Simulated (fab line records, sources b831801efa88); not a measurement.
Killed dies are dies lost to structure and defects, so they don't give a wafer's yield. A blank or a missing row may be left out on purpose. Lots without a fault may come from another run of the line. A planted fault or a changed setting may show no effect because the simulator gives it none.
fab line records | flow sky130
record lots=14 wafers=42 last_day=50
route steps=708 shown METAL4@601 CAP2M@606 VIA4@657
lots that met no fault: from a run of the same line without faults
start_h: hours from the record's first day to the start of the lot's first wafer shown | wait_h: hours since the lot's step before | " the same as in the row above | L1.1+2: a row that stands for several wafers | - no value, or no start given | * or withheld: withheld | < > ~ a bound
route shown NAME@n: a module of which the file shows steps, and the number in the route of the first | usual: mean/standard deviation of fault-free wafers | same: alike in all rows | chamber/n: place in a boat | sites: the reading at each site | _std_site: their standard deviation | _edge_site: outer sites' mean less inner sites' | radius_mm: how far each site lies from the wafer's centre | mask NAME#n: copy n | behind: the tool/chamber that last shaped the wafer | hold: why the lot was held/for how many hours/how that ended | device: the transistor (n, p or np) that didn't switch | end of line: the same wafers' tests at the end of the route | a step without rows: its recipe alone | killed: dies lost to structure and defects at the first sort, not the wafer's yield | map: a wafer's dies, x killed, . not, _ none there
set.NAME: the setting as run; set.NAME@STEP: as run at that earlier step | model.NAME: the simulator's own value behind a step, which no gauge read
steps of the route over a sample of lots; a table a step, a row a wafer
services: from which hour (start_h, from the record's first day; less than 0 if before it) a tool's chamber was out of use, for how many hours, and why
## steps
# step SKY_METAL4_SPUTTER_03
# recipe material=Ti target_thk_nm=5 power_w=3000 time_s=3.3 chamber_pressure_pa=0.4
# usual throttle_valve_pct=29.8/1.2
# columns lot.wafer tool chamber start_h wait_h throttle_valve_pct
L509.3 pvd_sputter-04 - 947.61 0.0 29.5
L509.4 " - " " 28.6
L509.6 " - " " 29.2
L510.3 pvd_sputter-04 - 952.09 0.0 28.7
L510.4 " - " " 29.3
L510.6 " - " " 28.6
L511.4 pvd_sputter-01 - 952.41 0.0 30.0
L511.5 " - " " 28.1
L511.6 " - " " 30.0
L512.4 pvd_sputter-04 - 959.29 0.0 31.1
L512.5 " - " " 28.9
L512.6 " - " " 28.5
L514.3 pvd_sputter-04 - 981.35 0.0 31.2
L514.4 " - " " 28.6
L514.5 " - " " 28.8
L515.1 pvd_sputter-04 - 992.16 0.0 28.8
L515.4 " - " " 29.4
L515.5 " - " " 28.9
L516.1 pvd_sputter-03 - 995.89 0.0 31.1
L516.2 " - " " 28.3
L516.3 " - " " 30.0
L518.1 pvd_sputter-04 - 1007.67 0.0 29.1
L518.3 " - " " 31.1
L518.5 " - " " 28.7
L519.2 pvd_sputter-03 - 1010.20 0.0 28.6
L519.4 " - " " 31.1
L519.6 " - " " 31.0
L520.2 pvd_sputter-01 - 1014.68 0.0 31.7
L520.4 " - " " 31.7
L520.6 " - " " 27.6
L521.1 pvd_sputter-04 - 1022.28 0.0 29.4
L521.2 " - " " 28.7
L521.4 " - " " 31.1
L522.1 pvd_sputter-01 - 1033.89 0.0 29.8
L522.2 " - " " 28.1
L522.6 " - " " 31.1
L530.2 pvd_sputter-03 - 1083.79 0.0 29.9
L530.5 " - " " 28.6
L530.6 " - " " 30.2
L531.2 pvd_sputter-04 - 1084.39 0.0 29.0
L531.3 " - " " 28.8
L531.5 " - " " 29.0
# step SKY_CAP2M_RS_MEAS_03
# recipe thk_meas_gauge=four-point-probe reads=TiN_of_CAP2M_SPUTTER_02
# usual CAP2M_TIN_RS=6.94/0.091
# columns lot.wafer tool chamber start_h wait_h CAP2M_TIN_RS[ohm/sq]
L509.3 film_metro-01 - 947.90 0.1 6.80
L509.4 " - " " 6.91
L509.6 " - " " 6.94
L510.3 film_metro-01 - 952.39 0.1 6.91
L510.4 " - " " 6.96
L510.6 " - " " 7.02
L511.4 film_metro-04 - 952.76 0.1 6.96
L511.5 " - " " 6.99
L511.6 " - " " 6.86
L512.4 film_metro-02 - 959.62 0.1 7.07
L512.5 " - " " 7.07
L512.6 " - " " 6.98
L514.3 film_metro-01 - 981.64 0.1 6.95
L514.4 " - " " 6.95
L514.5 " - " " 6.94
L515.1 film_metro-01 - 992.42 0.1 6.90
L515.4 " - " " 6.93
L515.5 " - " " 6.92
L516.1 film_metro-02 - 996.15 0.1 6.74
L516.2 " - " " 6.87
L516.3 " - " " 6.89
L518.1 film_metro-02 - 1007.94 0.1 6.91
L518.3 " - " " 6.95
L518.5 " - " " 7.00
L519.2 film_metro-04 - 1010.49 0.1 7.05
L519.4 " - " " 7.00
L519.6 " - " " 7.03
L520.2 film_metro-02 - 1014.96 0.1 6.94
L520.4 " - " " 6.90
L520.6 " - " " 6.87
L521.1 film_metro-04 - 1022.55 0.1 6.72
L521.2 " - " " 6.81
L521.4 " - " " 6.97
L522.1 film_metro-01 - 1034.15 0.1 6.92
L522.2 " - " " 6.79
L522.6 " - " " 6.91
L530.2 film_metro-02 - 1084.07 0.1 6.84
L530.5 " - " " 6.87
L530.6 " - " " 6.93
L531.2 film_metro-01 - 1084.67 0.1 7.04
L531.3 " - " " 6.96
L531.5 " - " " 7.13
# step SKY_VIA4_CVD_18
# recipe material=W target_thk_nm=505 time_s=152.14 temp_c=400 pressure_torr=41.07
# usual heater_power_w=875/97
# columns lot.wafer tool chamber start_h wait_h heater_power_w
L509.3 cvd_w-01 1 1020.60 0.1 747
L509.4 " 0 " " 897
L509.6 " 0 " " 893
L510.3 cvd_w-01 1 1024.35 0.1 764
L510.4 " 0 " " 881
L510.6 " 0 " " 893
L511.4 cvd_w-01 0 1025.77 0.1 890
L511.5 " 0 " " 905
L511.6 " 1 " " 771
L512.4 cvd_w-01 0 1032.57 0.1 886
L512.5 " 1 " " 730
L512.6 " 0 " " 898
L514.3 cvd_w-02 0 1054.17 0.1 1028
L514.4 " 1 " " 903
L514.5 " 0 " " 1020
L515.1 cvd_w-02 1 1062.58 0.0 903
L515.4 " 0 " " 1048
L515.5 " 1 " " 880
L516.1 cvd_w-01 1 1068.92 0.0 779
L516.2 " 0 " " 892
L516.3 " 1 " " 740
L518.1 cvd_w-01 1 1077.40 0.0 757
L518.3 " 0 " " 882
L518.5 " 1 " " 744
L519.2 cvd_w-02 0 1077.53 0.0 1041
L519.4 " 1 " " 895
L519.6 " 0 " " 1040
L520.2 cvd_w-01 0 1083.22 0.0 906
L520.4 " 1 " " 758
L520.6 " 1 " " 758
L521.1 cvd_w-02 0 1091.04 0.0 1035
L521.2 " 1 " " 883
L521.4 " 1 " " 914
L522.1 cvd_w-02 1 1101.40 0.0 887
L522.2 " 0 " " 1022
L522.6 " 1 " " 906
L530.2 cvd_w-02 1 1146.05 0.0 894
L530.5 " 0 " " 1026
L530.6 " 1 " " 896
L531.2 cvd_w-01 0 1146.96 0.0 900
L531.3 " 1 " " 759
L531.5 " 0 " " 899
# step SKY_VIA4_CMP_21
# recipe stop_on=SiO2 t_overpolish_s=25 down_force_psi=3.5 platen_rpm=60 target_thk_nm=0 pad_velocity_m_s=0.94248
# usual edge_zone_pressure_frac=1.001/0.0047 head_pressure_psi=3.500/0.0079 motor_current_A=10.5/0.77 overpolish_run_s=25.000/0.0093 retaining_ring_pressure_frac=0.999/0.0052 time_to_endpoint_s=125/6.1
# columns lot.wafer tool chamber start_h wait_h edge_zone_pressure_frac head_pressure_psi motor_current_A overpolish_run_s retaining_ring_pressure_frac time_to_endpoint_s
L509.3 cmp-02 1 1020.93 0.1 1.009 3.500 10.9 25.000 0.998 139
L509.4 " 2 " " 1.005 3.487 9.4 25.015 1.001 131
L509.6 " 0 " " 1.005 3.497 11.5 25.003 1.002 121
L510.3 cmp-02 2 1024.63 0.0 1.002 3.498 9.6 25.004 1.000 134
L510.4 " 1 " " 1.000 3.515 10.9 24.985 1.011 130
L510.6 " 2 " " 0.998 3.501 9.5 25.009 1.001 127
L511.4 cmp-02 3 1026.11 0.1 1.001 3.496 10.2 25.005 1.000 127
L511.5 " 3 " " 1.003 3.499 9.5 24.992 0.995 127
L511.6 " 0 " " 1.002 3.501 11.2 24.999 0.994 129
L512.4 cmp-01 0 1033.30 0.5 1.002 3.498 11.3 25.009 0.995 120
L512.5 " 2 " " 1.001 3.502 9.4 25.008 1.000 122
L512.6 " 3 " " 1.005 3.493 10.9 25.005 1.004 123
L514.3 cmp-01 3 1054.54 0.1 1.000 3.483 11.2 24.993 1.002 117
L514.4 " 1 " " 1.006 3.470 11.2 25.012 1.000 123
L514.5 " 0 " " 1.002 3.499 11.3 24.996 0.986 122
L515.4 cmp-01 0 1063.12 0.2 1.006 3.490 11.1 24.999 0.995 118
L515.1 " 2 " " 0.997 3.494 9.5 25.003 0.996 120
L515.5 " 0 " " 1.001 3.503 11.0 24.994 0.996 121
L516.3 cmp-01 2 1069.36 0.1 1.001 3.492 9.0 25.013 0.999 121
L516.1 " 3 " " 1.000 3.495 10.7 24.998 0.998 124
L516.2 " 1 " " 1.012 3.484 11.6 25.010 1.005 125
L518.3 cmp-01 2 1077.83 0.1 1.001 3.489 9.1 25.005 1.003 118
L518.1 " 3 " " 1.002 3.500 10.0 24.998 1.001 131
L518.5 " 1 " " 1.000 3.499 11.1 25.006 1.008 133
L519.2 cmp-01 2 1078.03 0.2 1.008 3.498 9.5 25.009 1.002 114
L519.4 " 0 " " 1.010 3.504 11.7 25.011 1.006 120
L519.6 " 2 " " 0.999 3.501 9.6 25.009 1.002 113
L520.2 cmp-01 1 1083.70 0.2 0.998 3.509 10.7 24.982 0.998 128
L520.4 " 0 " " 0.999 3.512 11.3 25.004 0.999 129
L520.6 " 1 " " 0.992 3.518 11.1 24.980 0.993 133
L521.4 cmp-01 3 1091.72 0.4 - - - - - -
L521.1 " 0 " " - - - - - -
L521.2 " 1 " " - - - - - -
L522.2 cmp-02 0 1101.74 0.0 - - - - - -
L522.1 " 2 " " - - - - - -
L522.6 " 1 " " - - - - - -
L530.2 cmp-02 3 1146.44 0.1 1.003 3.505 9.8 25.001 0.994 125
L530.5 " 2 " " 1.001 3.499 9.8 25.002 1.002 125
L530.6 " 3 " " 1.002 3.509 10.4 25.004 1.003 123
L531.3 cmp-02 2 1147.36 0.1 1.004 3.497 9.5 24.994 0.996 127
L531.2 " 0 " " 0.994 3.499 11.0 25.012 0.998 119
L531.5 " 1 " " 1.002 3.502 11.3 24.991 1.003 128
## services
# columns tool chamber start_h hours kind
cmp-01 - 924.26 0.3 repair
cmp-02 - 924.80 4.7 pm
pvd_sputter-01 - 925.37 2.8 repair
cvd_w-02 - 930.87 1.4 repair
cmp-02 - 953.36 2.3 repair
cvd_w-01 - 956.95 1.1 repair
cmp-01 - 957.79 1.6 repair
cmp-01 - 959.43 6.8 repair
cmp-01 - 959.65 2.7 repair
cvd_w-02 1 978.08 4.3 repair
cmp-02 - 978.12 1.3 repair
cvd_w-01 - 990.96 6.9 pm
cvd_w-02 - 999.65 14.6 pm
pvd_sputter-04 - 1008.71 3.7 repair
cmp-01 - 1024.50 0.7 repair
cmp-02 - 1028.38 52.1 repair
pvd_sputter-04 - 1033.20 4.8 repair
cmp-01 - 1043.43 3.4 repair
cvd_w-01 - 1063.37 3.0 repair
cmp-02 - 1080.50 8.9 pm
cmp-02 - 1089.42 4.0 pm
cmp-01 - 1093.57 5.2 pm
cmp-01 - 1134.70 0.9 repair
cmp-01 - 1144.99 4.0 pm
## key
first_sign step=SKY_VIA4_CMP_21 reading=tool_record direction=missing
effect none on later readings
met_at SKY_VIA4_CMP_21
struck_lots L521,L522
later_rows_left_out L521.1,L521.2,L521.4,L522.1,L522.2,L522.6
sort_left_out L521.1,L521.2,L521.4,L522.1,L522.2,L522.6
not_acting_at SKY_METAL4_SPUTTER_03,SKY_CAP2M_RS_MEAS_03,SKY_VIA4_CVD_18
onset_between 1083.70 1091.72
fault kind=skipped_step_whole tool=cmp-01,cmp-02 chamber=- onset_h=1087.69 steps=SKY_VIA4_CMP_21 scope=struck_lots_only
# sort_left_out: the simulated sort isn't trusted on such a fault, so these wafers' sort isn't shown, and their yield isn't known
# later_rows_left_out: the simulator's readings of these wafers behind a module that went badly wrong aren't trusted and aren't shown, but for the sort
